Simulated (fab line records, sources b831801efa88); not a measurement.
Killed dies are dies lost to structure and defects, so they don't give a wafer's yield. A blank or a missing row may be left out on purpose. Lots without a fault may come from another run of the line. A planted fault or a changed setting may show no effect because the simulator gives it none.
A sampling plan put to the test | flow sky130 | one fab line, 17 faults that these records tell of, each judged on the records of the lots that it struck
The plan is the line's own looks: the steps of the route at which a gauge or an inspection reads the wafer and doesn't change it. A look can be judged if struck wafers have a number there and the file gives its usual mean and standard deviation on fault-free wafers. Caught: at a look after the fault's first step, the mean of the struck wafers lies 4 or more of those standard deviations (sigma) from the usual mean. On the tool: the same test on the tool's own readings at the fault's steps. Another recipe on the struck wafers, or a record that is blank for them alone, also counts as caught.

THE FAULTS, as the simulator had put them in
1. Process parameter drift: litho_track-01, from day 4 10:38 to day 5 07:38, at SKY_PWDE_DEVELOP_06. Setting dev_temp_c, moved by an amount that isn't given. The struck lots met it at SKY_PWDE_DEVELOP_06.
2. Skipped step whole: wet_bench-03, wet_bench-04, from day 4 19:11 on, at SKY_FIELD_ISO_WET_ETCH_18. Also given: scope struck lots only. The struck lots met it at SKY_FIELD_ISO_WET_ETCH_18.
3. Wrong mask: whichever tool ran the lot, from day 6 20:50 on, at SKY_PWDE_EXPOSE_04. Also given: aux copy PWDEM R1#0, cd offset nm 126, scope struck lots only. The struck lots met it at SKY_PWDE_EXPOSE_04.
4. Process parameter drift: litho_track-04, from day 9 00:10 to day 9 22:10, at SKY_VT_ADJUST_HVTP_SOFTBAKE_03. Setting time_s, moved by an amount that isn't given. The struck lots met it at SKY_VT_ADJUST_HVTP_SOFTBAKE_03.
5. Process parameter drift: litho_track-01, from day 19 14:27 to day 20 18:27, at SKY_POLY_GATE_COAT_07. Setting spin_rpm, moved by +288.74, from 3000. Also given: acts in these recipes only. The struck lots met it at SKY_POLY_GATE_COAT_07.
6. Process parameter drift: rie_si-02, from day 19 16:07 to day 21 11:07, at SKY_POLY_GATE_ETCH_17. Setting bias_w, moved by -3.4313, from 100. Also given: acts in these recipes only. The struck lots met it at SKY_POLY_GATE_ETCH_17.
7. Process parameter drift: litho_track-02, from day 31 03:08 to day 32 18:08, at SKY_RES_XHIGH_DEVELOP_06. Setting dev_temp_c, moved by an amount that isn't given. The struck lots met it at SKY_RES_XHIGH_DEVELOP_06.
8. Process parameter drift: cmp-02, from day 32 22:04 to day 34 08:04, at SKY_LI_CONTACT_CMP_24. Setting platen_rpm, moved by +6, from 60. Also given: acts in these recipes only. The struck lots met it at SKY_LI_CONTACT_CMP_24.
9. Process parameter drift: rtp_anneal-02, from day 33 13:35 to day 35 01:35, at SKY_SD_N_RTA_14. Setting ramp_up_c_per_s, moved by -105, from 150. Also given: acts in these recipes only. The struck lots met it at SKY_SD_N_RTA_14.
10. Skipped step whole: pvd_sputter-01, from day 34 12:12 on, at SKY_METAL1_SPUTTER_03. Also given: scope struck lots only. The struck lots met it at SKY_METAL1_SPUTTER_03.
11. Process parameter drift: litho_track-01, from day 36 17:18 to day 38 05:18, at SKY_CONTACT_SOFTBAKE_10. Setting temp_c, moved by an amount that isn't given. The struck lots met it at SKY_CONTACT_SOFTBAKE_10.
12. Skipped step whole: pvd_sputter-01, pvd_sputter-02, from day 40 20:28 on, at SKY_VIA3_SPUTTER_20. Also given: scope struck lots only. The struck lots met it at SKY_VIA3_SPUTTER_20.
13. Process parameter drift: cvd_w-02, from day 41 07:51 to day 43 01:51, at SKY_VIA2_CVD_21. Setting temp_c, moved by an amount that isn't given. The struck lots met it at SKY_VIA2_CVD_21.
14. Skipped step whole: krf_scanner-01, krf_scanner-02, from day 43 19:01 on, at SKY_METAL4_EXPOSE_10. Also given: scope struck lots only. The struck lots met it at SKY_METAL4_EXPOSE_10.
15. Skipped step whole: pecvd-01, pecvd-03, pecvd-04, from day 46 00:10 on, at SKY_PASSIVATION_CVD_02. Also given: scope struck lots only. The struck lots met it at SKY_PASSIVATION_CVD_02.
16. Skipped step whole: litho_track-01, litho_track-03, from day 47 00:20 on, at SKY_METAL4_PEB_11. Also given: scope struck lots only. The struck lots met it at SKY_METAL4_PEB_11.
17. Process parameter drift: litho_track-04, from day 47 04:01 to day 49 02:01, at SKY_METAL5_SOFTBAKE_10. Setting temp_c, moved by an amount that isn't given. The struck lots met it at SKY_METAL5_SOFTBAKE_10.

WHAT THE PLAN SAW
fault | on the tool itself                               | first look that catches it                      | reading, sigma | median hours from its first step to that look | hours from the fault's start to the first struck lot there | judged looks passed uncaught
1     | developer_temp_C +8.0 sigma                      | none of the 2 looks that can be judged after it | -              | -                                             | -                                                          | 2
2     | the tool's record is blank for the struck wafers | no look after it can be judged                  | -              | -                                             | -                                                          | 0
3     | no reading that can be judged                    | none of the 2 looks that can be judged after it | -              | -                                             | -                                                          | 2
4     | run_length_s -52 sigma                           | no look after it can be judged                  | -              | -                                             | -                                                          | 0
5     | spin_speed_rpm +99 or beyond sigma               | none of the 2 looks that can be judged after it | -              | -                                             | -                                                          | 2
6     | bias_w -11 sigma                                 | not the one look that can be judged after it    | -              | -                                             | -                                                          | 1
7     | developer_temp_C -8.9 sigma                      | none of the 2 looks that can be judged after it | -              | -                                             | -                                                          | 2
8     | platen_rpm +99 or beyond sigma                   | no look after it can be judged                  | -              | -                                             | -                                                          | 0
9     | ramp_up_c_per_s -99 or beyond sigma              | not the one look that can be judged after it    | -              | -                                             | -                                                          | 1
10    | the tool's record is blank for the struck wafers | no look after it can be judged                  | -              | -                                             | -                                                          | 0
11    | plate_temp_C -6.6 sigma                          | no look after it can be judged                  | -              | -                                             | -                                                          | 0
12    | the tool's record is blank for the struck wafers | no look after it can be judged                  | -              | -                                             | -                                                          | 0
13    | susceptor_temp_C +13 sigma                       | not the one look that can be judged after it    | -              | -                                             | -                                                          | 1
14    | no reading that can be judged                    | no look after it can be judged                  | -              | -                                             | -                                                          | 0
15    | the tool's record is blank for the struck wafers | no look after it can be judged                  | -              | -                                             | -                                                          | 0
16    | no reading that can be judged                    | no look after it can be judged                  | -              | -                                             | -                                                          | 0
17    | heater_power_total_W +31 sigma                   | no look after it can be judged                  | -              | -                                             | -                                                          | 0
A dash: the fault isn't caught, or these records don't give the number.

Caught at a look: 0 of 17. Caught on the tool: 14 of 17. By one or the other: 14 of 17.
Caught on the tool alone: faults 1, 2, 4, 5, 6, 7, 8, 9, 10, 11, 12, 13, 15, 17.
Caught by neither: faults 3, 14, 16.
